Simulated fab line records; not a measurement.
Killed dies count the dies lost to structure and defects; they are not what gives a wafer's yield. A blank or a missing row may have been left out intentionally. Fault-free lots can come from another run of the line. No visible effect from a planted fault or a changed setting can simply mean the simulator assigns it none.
A struck lot beside a sound one -- flow gf180mcu -- 44 out of 602 route steps
Sound: these wafers, L841.1, L841.2, L841.3. Wafers L852.3, L852.4, L852.5 were the ones struck. Last of all comes the cause.
Order at every step that has rows: each side's tool, ch and its chambers, its first start. Under that, the readings that differ: sound wafers -- struck wafers -- difference of the means -- sigmas: that difference in standard deviations of wafers without a fault.
alike: readings with means less than 2 such deviations apart, plus words and numbers identical on both sides. not compared: withheld readings, readings lacking a value on some wafer, bounds such as >300 that could conceal the same value, and numbers that have no deviation in the record and whose values overlap.
The two part at a step that has a row with sigmas, a row that says differs or no value, or rows on one side only. When numbers do not overlap yet have no deviation, they are printed without sigmas and do not part them. A reading that every wafer of one side lacks parts them only if that side has two wafers or more.

first, 2 steps without rows for these wafers: GF_LVPWELL_IMPLANT_08; GF_LVPWELL_IMPLANT_09.
GF_LVPWELL_STRIP_10: strips in O2/N2.
  sound on plasma_asher-04 ch 0,1, day 4 11:05; struck on plasma_asher-04 ch 0,1, day 6 22:19
  alike: drypump_motor_current_A, heater_power_w, oes_product_au, strip_time_to_endpoint_s
  not compared: rf_hours_counter_h
GF_LVPWELL_TW_MEAS_11:
  sound on film_metro-04, day 4 11:11; struck on film_metro-01, day 6 22:24
  alike: LVPWELL_TW
then, 7 steps without rows for these wafers: GF_MVSD_DEHYDRATE_00 (time 60 s); GF_MVSD_HMDS_01 (prime time 60 s); GF_MVSD_COAT_02 (resist thk 3000 nm); GF_MVSD_SOFTBAKE_03; GF_MVSD_EXPOSE_04 (exposes mask MVSD, target cd 1000 nm); GF_MVSD_PEB_05; GF_MVSD_DEVELOP_06 (develop time 60 s).
GF_MVSD_OVL_MEAS_07:
  sound on overlay-02, day 5 00:47; struck on overlay-02, day 7 13:38
  alike: MVSD_OVL
GF_MVSD_IMPLANT_08:
  sound on implanter-03 ch 0, day 5 00:49; struck on implanter-01 ch 0, day 7 13:42
reading,sound,struck,difference,sigmas
implant_ion_amu,31 31 31,75 75 75,+44,
model.implant.rp_nm (nm),502.6 502.6 502.6,227.2 227.2 227.2,-275.4,
model.implant.drp_nm (nm),116.9 116.9 116.9,74.68 74.68 74.68,-42.22,
after that, 1 step had no rows for these wafers: GF_MVSD_IMPLANT_09.
GF_MVSD_STRIP_10: strips in O2/N2.
  sound on plasma_asher-04 ch 0,1, day 5 01:07; struck on plasma_asher-04 ch 0,1, day 7 13:59
  alike: drypump_motor_current_A, heater_power_w, oes_product_au, strip_time_to_endpoint_s
  not compared: rf_hours_counter_h
GF_MVSD_TW_MEAS_11:
  sound on film_metro-04, day 5 01:13; struck on film_metro-04, day 7 14:04
reading,sound,struck,difference,sigmas
MVSD_TW,1604 1604 1603,2436 2446 2440,+837,+42
then, 7 steps without rows for these wafers: GF_MVPSD_DEHYDRATE_00 (time 60 s); GF_MVPSD_HMDS_01 (prime time 60 s); GF_MVPSD_COAT_02 (resist thk 3000 nm); GF_MVPSD_SOFTBAKE_03; GF_MVPSD_EXPOSE_04 (exposes mask MVPSD, target cd 1000 nm); GF_MVPSD_PEB_05; GF_MVPSD_DEVELOP_06 (develop time 60 s).
GF_MVPSD_OVL_MEAS_07:
  sound on overlay-01, day 5 14:58; struck on overlay-02, day 8 05:56
  alike: MVPSD_OVL
then, 2 steps without rows for these wafers: GF_MVPSD_IMPLANT_08; GF_MVPSD_IMPLANT_09.
GF_MVPSD_STRIP_10: strips in O2/N2.
  sound on plasma_asher-03 ch 0,1, day 5 15:18; struck on plasma_asher-02 ch 0,1, day 8 06:18
  alike: drypump_motor_current_A, heater_power_w, oes_product_au, strip_time_to_endpoint_s
  not compared: rf_hours_counter_h
GF_MVPSD_TW_MEAS_11:
  sound on film_metro-02, day 5 15:24; struck on film_metro-04, day 8 06:23
reading,sound,struck,difference,sigmas
MVPSD_TW,547 545 548,556 562 561,+13,+2
then, 7 steps without rows for these wafers: GF_VT_IMPLANT_DEHYDRATE_00 (time 60 s); GF_VT_IMPLANT_HMDS_01 (prime time 60 s); GF_VT_IMPLANT_COAT_02 (resist thk 1000 nm); GF_VT_IMPLANT_SOFTBAKE_03 (time 60 s); GF_VT_IMPLANT_EXPOSE_04 (exposes mask LVPWELL LV AREA, target cd 600 nm); GF_VT_IMPLANT_PEB_05; GF_VT_IMPLANT_DEVELOP_06 (develop time 60 s).
GF_VT_IMPLANT_OVL_MEAS_07:
  sound on overlay-02, day 6 05:33; struck on overlay-02, day 8 21:41
  alike: VT_IMPLANT_OVL
after that, 1 step had no rows for these wafers: GF_VT_IMPLANT_IMPLANT_08.
GF_VT_IMPLANT_STRIP_09: strips in O2/N2.
  sound on plasma_asher-01 ch 0,1, day 6 05:44; struck on plasma_asher-01 ch 0,1, day 8 21:54
  alike: drypump_motor_current_A, heater_power_w, oes_product_au, strip_time_to_endpoint_s
  not compared: rf_hours_counter_h
GF_VT_IMPLANT_TW_MEAS_10:
  sound on film_metro-01, day 6 05:50; struck on film_metro-01, day 8 21:59
  alike: VT_IMPLANT_TW
then, 3 steps without rows for these wafers: GF_VT_IMPLANT_DEHYDRATE_11 (time 60 s); GF_VT_IMPLANT_HMDS_12 (prime time 60 s); GF_VT_IMPLANT_COAT_13 (resist thk 1000 nm).
-- the record jumps here: 2 days lie between the struck wafers' starts before and after --
GF_VT_IMPLANT_RS_MEAS_46: uses a four-point probe to measure.
  sound on film_metro-04, day 8 04:46; struck on film_metro-04, day 11 02:32
reading,sound,struck,difference,sigmas
MVSD_RS (ohm/sq),457.1 457.4 456.6,- - -,no value on the struck wafers,
GF_PASSIVATION_PROBE_99:
  the record holds rows for the sound wafers here (prober-02, day 29 21:49) but none for the struck ones

## WHERE THEY PART
Earliest at GF_MVSD_TW_MEAS_11; latest, in this record, at GF_PASSIVATION_PROBE_99.

WHY: whatever the simulator had introduced
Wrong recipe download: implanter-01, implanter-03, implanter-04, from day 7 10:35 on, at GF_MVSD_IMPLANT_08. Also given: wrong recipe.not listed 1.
